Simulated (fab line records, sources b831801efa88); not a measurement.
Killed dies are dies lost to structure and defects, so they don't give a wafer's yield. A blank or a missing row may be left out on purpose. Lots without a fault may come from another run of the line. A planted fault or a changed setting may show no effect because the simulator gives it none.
fab line records | flow sky130
record lots=13 wafers=39 last_day=50
route steps=708 shown FIELD_ISO@1 NWELL@64 VT_ADJUST_PCH@150 LDD_P@262
lots that met no fault: from a run of the same line without faults
start_h: hours from the record's first day to the start of the lot's first wafer shown | wait_h: hours since the lot's step before | " the same as in the row above | L1.1+2: a row that stands for several wafers | - no value, or no start given | * or withheld: withheld | < > ~ a bound
route shown NAME@n: a module of which the file shows steps, and the number in the route of the first | usual: mean/standard deviation of fault-free wafers | same: alike in all rows | chamber/n: place in a boat | sites: the reading at each site | _std_site: their standard deviation | _edge_site: outer sites' mean less inner sites' | radius_mm: how far each site lies from the wafer's centre | mask NAME#n: copy n | behind: the tool/chamber that last shaped the wafer | hold: why the lot was held/for how many hours/how that ended | device: the transistor (n, p or np) that didn't switch | end of line: the same wafers' tests at the end of the route | a step without rows: its recipe alone | killed: dies lost to structure and defects at the first sort, not the wafer's yield | map: a wafer's dies, x killed, . not, _ none there
set.NAME: the setting as run; set.NAME@STEP: as run at that earlier step | model.NAME: the simulator's own value behind a step, which no gauge read
steps of the route over a sample of lots; a table a step, a row a wafer
services: from which hour (start_h, from the record's first day; less than 0 if before it) a tool's chamber was out of use, for how many hours, and why
## steps
# step SKY_FIELD_ISO_BOW_MEAS_00
# recipe mode=bow
# usual INCOMING_BOW=0/6.3
# columns lot.wafer tool chamber start_h wait_h INCOMING_BOW[um]
L437.3 film_metro-02 - 10.04 - 6
L437.5 " - " " -5
L437.6 " - " " 6
L440.1 film_metro-02 - 25.00 - -7
L440.4 " - " " 8
L440.6 " - " " -3
L442.2 film_metro-01 - 35.02 - -3
L442.4 " - " " -6
L442.6 " - " " -8
L445.2 film_metro-02 - 50.02 - 10
L445.3 " - " " -5
L445.6 " - " " -9
L447.2 film_metro-04 - 60.02 - -2
L447.3 " - " " -1
L447.6 " - " " -5
L448.3 film_metro-02 - 65.04 - -5
L448.4 " - " " 8
L448.5 " - " " -6
L449.1 film_metro-01 - 70.00 - -9
L449.3 " - " " 6
L449.4 " - " " 2
L455.2 film_metro-01 - 100.02 - -2
L455.4 " - " " 4
L455.5 " - " " -3
L456.1 film_metro-04 - 105.00 - 10
L456.2 " - " " 5
L456.6 " - " " -1
L457.1 film_metro-01 - 110.00 - 8
L457.5 " - " " 7
L457.6 " - " " -9
L458.4 film_metro-02 - 115.06 - 0
L458.5 " - " " -4
L458.6 " - " " 10
L459.1 film_metro-04 - 120.00 - -6
L459.2 " - " " -10
L459.4 " - " " -3
L460.4 film_metro-01 - 125.06 - -7
L460.5 " - " " -1
L460.6 " - " " 2
# step SKY_NWELL_IMPLANT_11
# recipe species=P energy_kev=400 dose_cm2=1.9e+13 tilt_deg=withheld
# usual beam_energy_keV=399.99/0.1 faraday_current_uA=107.2/2.2
# columns lot.wafer tool chamber start_h wait_h beam_energy_keV faraday_current_uA
L437.3 implanter-04 0 81.92 0.1 399.85 109.6
L437.5 " 0 " " 400.06 111.2
L437.6 " 0 " " 399.99 109.9
L440.1 implanter-03 0 113.46 0.0 399.95 109.6
L440.4 " 0 " " 400.06 105.9
L440.6 " 0 " " 400.00 107.9
L442.2 implanter-02 0 133.90 0.0 400.10 103.5
L442.4 " 0 " " 400.05 107.6
L442.6 " 0 " " 400.21 108.2
L445.2 implanter-03 0 142.25 0.0 399.82 103.7
L445.3 " 0 " " 399.81 105.5
L445.6 " 0 " " 400.12 107.8
L447.2 implanter-02 0 147.30 0.0 400.02 104.7
L447.3 " 0 " " 399.91 102.5
L447.6 " 0 " " 400.14 105.1
L448.3 implanter-03 0 148.02 0.1 399.96 104.7
L448.4 " 0 " " 399.89 109.5
L448.5 " 0 " " 400.05 107.1
L449.1 implanter-03 0 164.21 0.0 399.86 107.8
L449.3 " 0 " " 399.76 106.4
L449.4 " 0 " " 399.89 111.0
L455.2 implanter-03 0 194.55 0.0 399.99 106.0
L455.4 " 0 " " 400.07 107.5
L455.5 " 0 " " 400.02 109.7
L456.1 implanter-02 0 197.16 0.0 399.92 107.1
L456.2 " 0 " " 399.89 108.7
L456.6 " 0 " " 399.94 104.7
L457.1 implanter-03 0 203.72 0.0 380.97 102.1
L457.5 " 0 " " 380.87 103.3
L457.6 " 0 " " 381.03 109.6
L458.4 implanter-03 0 215.93 0.1 381.08 103.3
L458.5 " 0 " " 380.93 105.1
L458.6 " 0 " " 380.88 108.1
L459.1 implanter-02 0 219.76 0.0 400.02 107.8
L459.2 " 0 " " 400.07 110.4
L459.4 " 0 " " 400.17 107.6
L460.4 implanter-02 0 221.45 0.1 399.98 109.4
L460.5 " 0 " " 399.95 108.9
L460.6 " 0 " " 399.91 106.4
# step SKY_NWELL_RS_MEAS_29
# recipe thk_meas_gauge=four-point-probe
# usual NWELL_RS=624.7/1.5
# columns lot.wafer tool chamber start_h wait_h hold NWELL_RS[ohm/sq]
L437.3 film_metro-03 - 100.31 0.1 - 625.5
L437.5 " - " " - 624.6
L437.6 " - " " - 627.4
L440.1 film_metro-02 - 133.63 0.1 - 625.8
L440.4 " - " " - 627.1
L440.6 " - " " - 626.7
L442.2 film_metro-03 - 155.20 0.2 - 623.6
L442.4 " - " " - 623.7
L442.6 " - " " - 623.3
L445.2 film_metro-02 - 162.80 0.1 - 622.5
L445.3 " - " " - 623.7
L445.6 " - " " - 623.2
L447.2 film_metro-01 - 168.24 0.1 - 623.6
L447.3 " - " " - 624.9
L447.6 " - " " - 623.8
L448.3 film_metro-03 - 168.92 0.1 - 624.3
L448.4 " - " " - 624.4
L448.5 " - " " - 627.1
L449.1 film_metro-02 - 184.68 0.1 - 623.7
L449.3 " - " " - 625.0
L449.4 " - " " - 622.9
L455.2 film_metro-02 - 217.49 0.1 - 624.0
L455.4 " - " " - 623.6
L455.5 " - " " - 624.3
L456.1 film_metro-01 - 221.37 0.1 - 624.1
L456.2 " - " " - 624.7
L456.6 " - " " - 623.0
L457.1 film_metro-01 - 226.38 0.1 await_dispo/0.2h/release 635.6
L457.5 " - " " await_dispo/0.2h/release 634.3
L457.6 " - " " await_dispo/0.2h/release 633.1
L457.1 film_metro-01 - 226.74 0.3 - 635.1
L457.5 " - " " - 635.3
L457.6 " - " " - 632.6
L458.4 film_metro-02 - 240.14 0.1 await_dispo/0.2h/release 631.7
L458.5 " - " " await_dispo/0.2h/release 630.9
L458.6 " - " " await_dispo/0.2h/release 631.6
L458.4 film_metro-02 - 240.50 0.3 - 633.3
L458.5 " - " " - 632.0
L458.6 " - " " - 630.0
L459.1 film_metro-01 - 244.32 0.1 - 620.6
L459.2 " - " " - 622.4
L459.4 " - " " - 622.8
L460.4 film_metro-01 - 245.69 0.1 - 622.0
L460.5 " - " " - 624.6
L460.6 " - " " - 623.1
# step SKY_VT_ADJUST_PCH_OVL_MEAS_07
# usual VT_ADJUST_PCH_OVL=0.4/1.2
# columns lot.wafer tool chamber start_h wait_h VT_ADJUST_PCH_OVL[nm]
L437.3 overlay-02 - 226.24 - 0.2
L437.5 " - " " 0.9
L437.6 " - " " 0.0
L440.1 overlay-02 - 265.39 - -1.0
L440.4 " - " " 0.7
L440.6 " - " " 1.0
L442.2 overlay-02 - 294.69 - 1.9
L442.4 " - " " 0.0
L442.6 " - " " 0.7
L445.2 overlay-02 - 303.93 - -0.2
L445.3 " - " " -1.5
L445.6 " - " " 0.6
L447.2 overlay-01 - 309.64 - -0.3
L447.3 " - " " -0.5
L447.6 " - " " -1.3
L448.3 overlay-02 - 310.99 - -0.7
L448.4 " - " " 0.3
L448.5 " - " " 2.1
L449.1 overlay-02 - 333.98 - -1.2
L449.3 " - " " -0.2
L449.4 " - " " 1.2
L455.2 overlay-02 - 373.38 - 0.7
L455.4 " - " " 1.0
L455.5 " - " " 0.4
L456.1 overlay-01 - 377.92 - 1.0
L456.2 " - " " 0.6
L456.6 " - " " 2.2
L457.1 overlay-01 - 382.78 - 1.0
L457.5 " - " " 3.2
L457.6 " - " " 1.4
L458.4 overlay-01 - 400.50 - -0.2
L458.5 " - " " -0.7
L458.6 " - " " -0.1
L459.1 overlay-02 - 405.12 - 1.4
L459.2 " - " " 2.7
L459.4 " - " " 3.4
L460.4 overlay-01 - 408.64 - -0.1
L460.5 " - " " 1.2
L460.6 " - " " -1.0
# step SKY_LDD_P_CD_MEAS_07
# recipe target_cd_nm=380
# usual cd_nm=380.6/2.5
# columns lot.wafer tool chamber start_h wait_h cd_nm
L437.3 cd_sem-01 - 439.42 0.1 380.8
L437.5 " - " " 383.4
L437.6 " - " " 378.6
L440.1 cd_sem-01 - 479.77 0.1 385.7
L440.4 " - " " 385.7
L440.6 " - " " 382.7
L442.2 cd_sem-02 - 517.55 0.1 382.6
L442.4 " - " " 379.9
L442.6 " - " " 382.5
L445.2 cd_sem-02 - 533.25 0.1 381.5
L445.3 " - " " 381.6
L445.6 " - " " 380.5
L447.2 cd_sem-01 - 539.95 0.1 377.7
L447.3 " - " " 375.0
L447.6 " - " " 380.1
L448.3 cd_sem-01 - 542.07 0.1 380.6
L448.4 " - " " 380.6
L448.5 " - " " 381.2
L449.1 cd_sem-01 - 560.83 0.1 378.2
L449.3 " - " " 378.4
L449.4 " - " " 378.4
L455.2 cd_sem-01 - 599.54 0.1 374.2
L455.4 " - " " 374.3
L455.5 " - " " 376.5
L456.1 cd_sem-02 - 601.22 0.1 383.0
L456.2 " - " " 382.4
L456.6 " - " " 382.9
L457.1 cd_sem-01 - 607.73 0.1 382.9
L457.5 " - " " 383.4
L457.6 " - " " 383.7
L458.4 cd_sem-01 - 627.78 0.1 382.5
L458.5 " - " " 380.5
L458.6 " - " " 382.7
L459.1 cd_sem-01 - 630.17 0.1 376.0
L459.2 " - " " 381.5
L459.4 " - " " 379.7
L460.4 cd_sem-02 - 633.34 0.1 380.7
L460.5 " - " " 379.6
L460.6 " - " " 379.0
## services
# columns tool chamber start_h hours kind
implanter-02 - 65.29 3.6 repair
implanter-02 - 68.85 4.1 pm
implanter-04 - 152.47 85.9 pm
implanter-03 - 201.83 1.1 repair
## key
first_sign step=SKY_NWELL_IMPLANT_11 reading=beam_energy_keV direction=down sigmas=99+ usual=* struck=*
effect step=SKY_NWELL_RS_MEAS_29 reading=visit direction=added
effect step=SKY_NWELL_RS_MEAS_29 reading=NWELL_RS direction=up sigmas=5.3 usual=624.7 struck=632.9
met_at SKY_NWELL_IMPLANT_11
struck_lots L457,L458
tester_left_out L457,L458
not_acting_at SKY_FIELD_ISO_BOW_MEAS_00,SKY_VT_ADJUST_PCH_OVL_MEAS_07,SKY_LDD_P_CD_MEAS_07
onset_between 194.55 203.72
fault kind=process_parameter_drift tool=implanter-03 chamber=- onset_h=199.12 steps=SKY_NWELL_IMPLANT_11 channel=energy_kev offset=* shape=step end_h=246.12 acts_in=* stated=*
# tester_left_out: of these lots the tester's yield and bins aren't shown, on N5 and GAA mostly nor the transistor test; their killed dies are dies lost to structure and defects alone, not to doping, threshold or leakage, so they don't give the yield
